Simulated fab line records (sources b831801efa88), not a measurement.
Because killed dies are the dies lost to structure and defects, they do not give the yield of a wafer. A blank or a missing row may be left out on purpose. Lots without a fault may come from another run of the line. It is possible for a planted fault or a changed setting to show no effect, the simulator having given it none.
Code-filled problem report in 8D (eight disciplines) form || flow gf180mcu || the parts of the form that need people (team, actions taken, sign-off) are left out

1. PROBLEM STATEMENT
run length s at GF_STI_WET_ETCH_17 reads a mean of 1150 s on 6 wafers of 2 lots; wafers without a fault read 542 s with a standard deviation of 3.4. That is +99 or more standard deviations from the usual mean.
The step: etches Si3N4 in H3PO4, target depth 45 nm, time 514 s.
The first sign was on wafer L600.2 at day 4 10:17, on wet bench-02. At this step, 42 wafers from 14 lots have a number in the record. Rule for "out" (also "out of limits"): further than 4 standard deviations from the usual mean. All remaining wafers that have a number are taken as sound.

2. WHAT THIS IS AND IS NOT
{"question": "which readings at this step", "is": "run length s", "is not": "-"}
{"question": "which lots", "is": "L600, L602", "is not": "L589, L591, L592, L593, L594, L596, L598, L601, L605, L609, L610, L612"}
{"question": "which wafers of those lots", "is": "all that have a number", "is not": "-"}
{"question": "read on which tools", "is": "wet bench-02", "is not": "wet bench-03, wet bench-04"}
{"question": "when", "is": "from day 4 10:17", "is not": "up to then (21 sound wafers); but 15 sound wafers of L601, L605, L609, L610, L612 came after"}

3. WHAT RULES OUT EACH SUSPECT
Counting: a tool stays on the suspect list if, at a process step up to the reading, it processed all lots that are out and no sound lot following the first of them.
- wet bench-02 at GF_STI_WET_ETCH_17 (etches Si3N4 in H3PO4, target depth 45 nm, time 514 s): kept. All lots that are out passed through it, beginning with L600 at day 4 10:17, and no sound lot followed; its final sound lot before that point was L598 at day 4 01:26. Out on those wafers are its own readings of run length s.
Left after counting: wet bench-02 at GF_STI_WET_ETCH_17.

4. THE CAUSE (what the simulator had put in)
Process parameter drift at GF_STI_WET_ETCH_17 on wet bench-02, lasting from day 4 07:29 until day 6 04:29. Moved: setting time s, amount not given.
After counting, this tool was the only one left.

5. SEQUENCE OF EFFECTS, ordered by route
Each row: a reading whose mean over the struck wafers that have a number lies more than 3 standard deviations from the usual. Only readings for which the record gives a usual standard deviation are gone through. hours: the time from each lot's start at the first step in this table that gives one to its start at this step, as a median over the lots. sigmas: the change in usual standard deviations.
{"hours": 0, "step": "GF_STI_WET_ETCH_17", "reading": "run length s", "usual": "542 s", "on struck wafers": 1150, "change": "+608", "sigmas": "+99 or more"}
Its process steps:
- GF_STI_WET_ETCH_17: etches Si3N4 in H3PO4, target depth 45 nm, time 514 s.

6. HOW IT WOULD HAVE BEEN CAUGHT EARLIER
First out-of-limits reading in this record: day 4 10:17, which is 3 hours after fault onset at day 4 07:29.
